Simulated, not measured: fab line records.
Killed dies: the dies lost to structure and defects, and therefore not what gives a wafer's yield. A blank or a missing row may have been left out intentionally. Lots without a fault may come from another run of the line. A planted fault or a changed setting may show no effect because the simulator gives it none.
Which tool did it? ; flow sky130 ; 42 wafers from 14 lots sampled at 4 of the route's 708 steps

== WHAT EACH GAUGE READ, for each wafer ==
SKY_VT_ADJUST_PCH_OVL_MEAS_07.
lot;measured;on;VT_ADJUST_PCH_OVL (nm)
L722;day 10 12:29;overlay-02;-1.5 -0.2 -0.9
L723;day 10 22:40;overlay-01;-2.1 -2.9 -0.9
L724;day 11 00:31;overlay-01;-1.0 -0.8 -0.1
L725;day 11 10:16;overlay-02;-2.7 -0.7 -0.9
L727;day 12 04:22;overlay-01;0.4 -0.5 -0.6
L728;day 12 10:34;overlay-01;-0.8 -1.2 0.2
L729;day 12 17:07;overlay-01;0.6 0.0 -0.1
L730;day 12 23:35;overlay-01;-1.8 0.4 1.4
L731;day 13 05:43;overlay-02;-0.3 0.0 0.2
L732;day 13 13:10;overlay-01;-1.5 -1.9 -2.5
L733;day 13 21:08;overlay-01;0.3 -0.9 -0.7
L734;day 14 06:04;overlay-01;-0.9 0.1 -1.1
L735;day 14 12:22;overlay-01;-1.9 -1.9 -1.9
L736;day 14 18:52;overlay-02;-1.6 -0.8 -0.9

SKY_GATE_OXIDE_TW_MEAS_14.
lot;measured;on;GATE_OXIDE_TW
L722;day 13 18:15;film_metro-02;226.8 226.0 226.1
L723;day 14 09:34;film_metro-03;225.0 225.1 224.6
L724;day 14 13:07;film_metro-03;224.3 224.6 225.4
L725;day 15 16:58;film_metro-03;224.9 223.7 224.3
L727;day 15 16:41;film_metro-03;224.5 223.9 223.7
L728;day 16 04:04;film_metro-02;222.8 221.7 222.7
L729;day 16 08:45;film_metro-04;224.7 222.6 224.1
L730;day 16 16:52;film_metro-04;223.8 223.7 224.4
L731;day 16 21:19;film_metro-04;223.4 223.2 223.9
L732;day 17 08:12;film_metro-03;224.8 225.0 225.3
L733;day 17 18:37;film_metro-04;327.6 325.9 326.1 325.8 325.4 325.0
L734;day 18 03:24;film_metro-03;326.1 327.4 326.9 327.2 326.4 328.0
L735;day 18 10:58;film_metro-04;325.7 326.6 325.1 327.4 327.3 327.6
L736;day 18 16:58;film_metro-04;324.8 324.3 325.1 326.4 325.3 325.9

SKY_LDD_N_OVL_MEAS_07.
lot;measured;on;LDD_N_OVL (nm)
L722;day 17 13:52;overlay-01;1.8 2.2 2.2
L723;day 18 07:47;overlay-01;-1.4 -0.9 -1.8
L724;day 18 12:01;overlay-01;-1.3 0.1 0.2
L725;day 19 16:55;overlay-01;-1.9 -0.8 -1.8
L727;day 19 16:11;overlay-02;-2.7 -2.7 -0.5
L728;day 20 06:50;overlay-01;-0.7 0.3 -2.0
L729;day 20 12:31;overlay-02;-1.5 -2.0 -1.6
L730;day 20 19:32;overlay-02;1.5 -0.3 1.4
L731;day 21 03:07;overlay-01;-1.6 -3.6 -2.8
L732;day 21 12:34;overlay-01;-2.3 -1.3 -1.5

== WHICH TOOL RAN EACH LOT (tool, then ch and the chambers of the sampled wafers, then the start) ==
lot;SKY_GATE_OXIDE_IMPLANT_11
L722;implanter-04 ch 0, day 13 17:53
L723;implanter-04 ch 0, day 14 09:13
L724;implanter-01 ch 0, day 14 12:46
L725;implanter-01 ch 0, day 15 16:35
L727;implanter-03 ch 0, day 15 16:19
L728;implanter-04 ch 0, day 16 03:43
L729;implanter-01 ch 0, day 16 08:23
L730;implanter-01 ch 0, day 16 16:31
L731;implanter-04 ch 0, day 16 20:58
L732;implanter-04 ch 0, day 17 07:50
L733;implanter-01 ch 0, day 17 18:17
L734;implanter-03 ch 0, day 18 03:02
L735;implanter-03 ch 0, day 18 10:37
L736;implanter-04 ch 0, day 18 16:37
- SKY_GATE_OXIDE_IMPLANT_11

== AS READ BY THE TOOLS THEMSELVES (means over the sampled wafers that have a number; for cases with no such wafer, the mark the record gives instead) ==
SKY_GATE_OXIDE_IMPLANT_11.
lot;tool;faraday_current_uA
L722;implanter-04;14.85
L723;implanter-04;14.88
L724;implanter-01;14.52
L725;implanter-01;14.82
L727;implanter-03;14.65
L728;implanter-04;14.80
L729;implanter-01;14.48
L730;implanter-01;14.58
L731;implanter-04;14.79
L732;implanter-04;14.71
L733;implanter-01;14.88
L734;implanter-03;14.65
L735;implanter-03;15.03
L736;implanter-04;15.02

== THE ANSWER, worked out from the rows above alone ==
Rule: the usual values come from the lots themselves. Put in order of their means at a reading, lots are off if they are a third of the lots or fewer, leave a main group of 4 or more, and stand apart from it by a gap of 3 or more times the standard deviation of the main group's means; of several such gaps the widest counts. Not used: any main group whose means are identical at the precision the tables above print for the reading. Also off: a lot with no number at a reading for which 4 or more lots have one. Any other lot the step has rows for is counted as sound. The gauges are gone through in route order, then the tools' own readings, and for those a lot's mean is taken as printed above. At the first step where some lot is off, the reading lying furthest off is the one used; lots without a number count as furthest.
Off: at SKY_GATE_OXIDE_TW_MEAS_14 (GATE_OXIDE_TW), L733, L734, L735, L736. Main group: mean 224.3, sd 0.99.
A tool fits if, at a process step before that reading, it ran every lot that is off, and no sound lot after the first of them. The gauges at SKY_GATE_OXIDE_TW_MEAS_14 are tried like those tools. Not one of the candidates tried fits.

== WHAT HAD BEEN PUT IN BY THE SIMULATOR ==
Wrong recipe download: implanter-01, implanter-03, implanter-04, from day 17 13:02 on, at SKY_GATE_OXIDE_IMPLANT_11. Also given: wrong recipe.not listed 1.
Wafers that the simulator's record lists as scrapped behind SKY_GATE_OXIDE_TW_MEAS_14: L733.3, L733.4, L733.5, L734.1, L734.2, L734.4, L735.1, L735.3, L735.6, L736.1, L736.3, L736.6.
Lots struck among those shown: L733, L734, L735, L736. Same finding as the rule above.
